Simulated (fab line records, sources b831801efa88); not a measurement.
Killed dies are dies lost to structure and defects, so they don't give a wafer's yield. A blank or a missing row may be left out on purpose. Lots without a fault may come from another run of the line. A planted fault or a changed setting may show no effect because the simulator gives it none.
A struck lot beside a sound one | flow sky130 | 43 steps out of a route of 708
Sound: wafers L339.3, L339.4, L339.6. Struck: wafer L350.5. (L350.1, L350.2 of the same lot were not struck and are left out.) The cause comes at the end.
At each step with rows: each side's tool, then ch and its chambers, then its first start. Under that, the readings that differ: sound wafers | struck wafers | difference of the means | sigmas: that difference in standard deviations of wafers without a fault.
alike: readings whose means differ by less than 2 such deviations, and words and numbers that are the same on both sides. not compared: withheld readings, readings that some wafer has no value for, bounds like >300 that may hide the same value, and numbers for which the record gives no deviation and whose values overlap.
The two part at a step that has a row with sigmas, a row that says differs or no value, or rows on one side only. Numbers that don't overlap but have no deviation are shown without sigmas and don't part them. A reading that every wafer of one side lacks parts them only if that side has two wafers or more.

first, 4 steps without rows for these wafers: SKY_VIA2_SOFTBAKE_08 (time 90 s); SKY_VIA2_EXPOSE_09 (exposes mask VIM2, target cd 200 nm); SKY_VIA2_PEB_10; SKY_VIA2_DEVELOP_11 (develop time 60 s).
SKY_VIA2_CD_MEAS_12: target cd 200 nm.
  sound on cd_sem-01, day 36 06:25; struck on cd_sem-02, day 39 23:08
  alike: cd_nm
SKY_VIA2_OVL_MEAS_13:
  sound on overlay-01, day 36 06:30; struck on overlay-02, day 39 23:15
  reading       | sound   | struck | difference | sigmas
  VIA2_OVL (nm) | 10 6 17 | -3     | -14        | -3
SKY_VIA2_ETCH_14: etches BARC in N2/H2, stops on SiO2, time 45.9 s, target depth 60 nm.
  sound on rie_diel-04 ch 0,1,2, day 36 06:31; struck on rie_diel-04 ch 1, day 39 23:17
  alike: drypump_motor_current_A, h2_flow_sccm, n2_flow_sccm, oes_product_au, throttle_valve_pct
  not compared: rf_hours_counter_h
then, 1 step without rows for these wafers: SKY_VIA2_ETCH_15 (etches SiO2 in C4F8/O2/Ar, stops on TiN, target depth 546 nm, time 84 s).
SKY_VIA2_STRIP_16: strips in O2/N2.
  sound on plasma_asher-03 ch 0,1, day 36 06:40; struck on plasma_asher-03 ch 0, day 39 23:23
  alike: drypump_motor_current_A, n2_flow_sccm, oes_product_au, strip_time_to_endpoint_s
  not compared: rf_hours_counter_h
then, 3 steps without rows for these wafers: SKY_VIA2_STRIP_17 (strips in post etch residue remover, time 1200 s); SKY_VIA2_CLEAN_18 (cleans in IPA, time 180 s); SKY_VIA2_CLEAN_19 (cleans in O3/DIW).
SKY_VIA2_SPUTTER_20: material TiN, target thk 20 nm, time 80 s.
  sound on pvd_sputter-03, day 36 07:13; struck on pvd_sputter-03, day 40 00:04
  alike: throttle_valve_pct
then, 1 step without rows for these wafers: SKY_VIA2_CVD_21 (deposits W, target thk 420 nm, time 126.4 s).
SKY_VIA2_RS_MEAS_22: measures by four-point-probe.
  sound on film_metro-03, day 36 07:28; struck on film_metro-03, day 40 00:16
  alike: VIA2_W_RS
SKY_VIA2_THK_MEAS_23: measures by xrf.
  sound on film_metro-03, day 36 07:34; struck on film_metro-03, day 40 00:23
  alike: VIA2_W_THK
then, 3 steps without rows for these wafers: SKY_VIA2_CMP_24 (polishes, stops on SiO2, t overpolish 20 s, target thk 0 nm); SKY_METAL3_SPUTTER_00 (material Ti, target thk 15 nm, time 10 s); SKY_METAL3_SPUTTER_01 (material TiN, target thk 20 nm, time 16.7 s).
SKY_METAL3_SPUTTER_02: material AlCu, target thk 735 nm, time 39.1 s.
  sound on pvd_sputter-01, day 36 07:56; struck on pvd_sputter-01, day 40 00:47
  alike: throttle_valve_pct
then, 2 steps without rows for these wafers: SKY_METAL3_SPUTTER_03 (material Ti, target thk 5 nm, time 3.3 s); SKY_METAL3_SPUTTER_04 (material TiN, target thk 70 nm, time 58.3 s).
SKY_CAPM_CVD_00: deposits SiO2, target thk 15.5 nm.
  sound on pecvd-04 ch 1,2, day 36 08:03; struck on pecvd-03 ch 2, day 40 00:54
  alike: heater_power_w
SKY_CAPM_THK_MEAS_01:
  sound on film_metro-02, day 36 08:05; struck on film_metro-01, day 40 00:55
  alike: CAPM_CVD_00_THK
SKY_CAPM_SPUTTER_02: material TiN, target thk 200 nm, time 166.7 s.
  sound on pvd_sputter-04, day 36 08:08; struck on pvd_sputter-02, day 40 00:59
  alike: throttle_valve_pct
SKY_CAPM_RS_MEAS_03: measures by four-point-probe.
  sound on film_metro-03, day 36 08:17; struck on film_metro-02, day 40 01:05
  reading              | sound          | struck | difference | sigmas
  CAPM_TIN_RS (ohm/sq) | 7.12 7.12 7.11 | 6.89   | -0.23      | -3
SKY_CAPM_THK_MEAS_04: measures by xrf.
  sound on film_metro-03, day 36 08:23; struck on film_metro-02, day 40 01:13
  reading           | sound             | struck | difference | sigmas
  CAPM_TIN_THK (nm) | 191.6 190.7 191.4 | 198.2  | +7.0       | +3
then, 7 steps without rows for these wafers: SKY_CAPM_DEHYDRATE_05 (time 60 s); SKY_CAPM_HMDS_06 (prime time 60 s); SKY_CAPM_COAT_07 (resist thk 1140 nm); SKY_CAPM_SOFTBAKE_08 (time 60 s); SKY_CAPM_EXPOSE_09 (exposes mask CAPM, target cd 1000 nm); SKY_CAPM_PEB_10; SKY_CAPM_DEVELOP_11 (develop time 60 s).
SKY_CAPM_OVL_MEAS_12:
  sound on overlay-01, day 37 10:14; struck on overlay-02, day 41 01:26
  alike: CAPM_OVL
then, 7 steps without rows for these wafers: SKY_CAPM_METAL_ETCH_13 (etches TiN in Cl2/BCl3, stops on SiO2, target depth 220 nm, time 62.9 s); SKY_CAPM_STRIP_14 (strips in O2/N2); SKY_CAPM_STRIP_15 (strips in post etch residue remover, time 1200 s); SKY_CAPM_CLEAN_16 (cleans in IPA, time 180 s); SKY_CAPM_CLEAN_17 (cleans in O3/DIW); SKY_METAL3_DEHYDRATE_05 (time 60 s); SKY_METAL3_HMDS_06 (prime time 60 s).
-- the record jumps here: 8 days lie between the struck wafers' starts before and after (it left off in module METAL3 and takes up again in module PAD_OPEN, whose first step shown is number 708 of the route) --
SKY_PAD_OPEN_PROBE_99:
  sound on prober-02, day 45 20:44; struck on prober-02, day 48 17:24
  reading                               | sound             | struck | difference | sigmas
  defect_limited_yield (%)              | 80.1 85.0 85.0    | 71.5   | -11.9      | -6
  killed_at_M0_to_M3                    | 63 33 46          | 102    | +55        | +7
  killed_dies                           | 98 74 74          | 140    | +58        | +6
  sort_bin_3_pad_short (%)              | 1.2 1.4 0.4       | 5.7    | +4.7       | +12
  sort_bin_5_function (%)               | 10.6 11.0 9.8     | 16.7   | +6.2       | +4
  sort_n_pass                           | 394 418 418       | 352    | -58        | -6
  sort_yield_pct (%)                    | 80.1 85.0 85.0    | 71.5   | -11.9      | -6
  model.etest.tester.sort_n_pass        | 394 418 418       | 352    | -58        |
  model.etest.tester.sort_yield_pct (%) | 80.08 84.96 84.96 | 71.54  | -11.79     |
  model.etest.tester.sort_bin_3_pct (%) | 1.22 1.423 0.4065 | 5.691  | +4.675     |
  model.etest.tester.sort_bin_5_pct (%) | 10.57 10.98 9.756 | 16.67  | +6.23      |
  alike: killed_at_M4_up, killed_at_contacts, killed_at_front_end, killed_at_other, killed_open, killed_short, sort_bin_6_memory

WHERE THEY PART
First at SKY_VIA2_OVL_MEAS_13; last, within this record, at SKY_PAD_OPEN_PROBE_99.

WHY: what the simulator had put in
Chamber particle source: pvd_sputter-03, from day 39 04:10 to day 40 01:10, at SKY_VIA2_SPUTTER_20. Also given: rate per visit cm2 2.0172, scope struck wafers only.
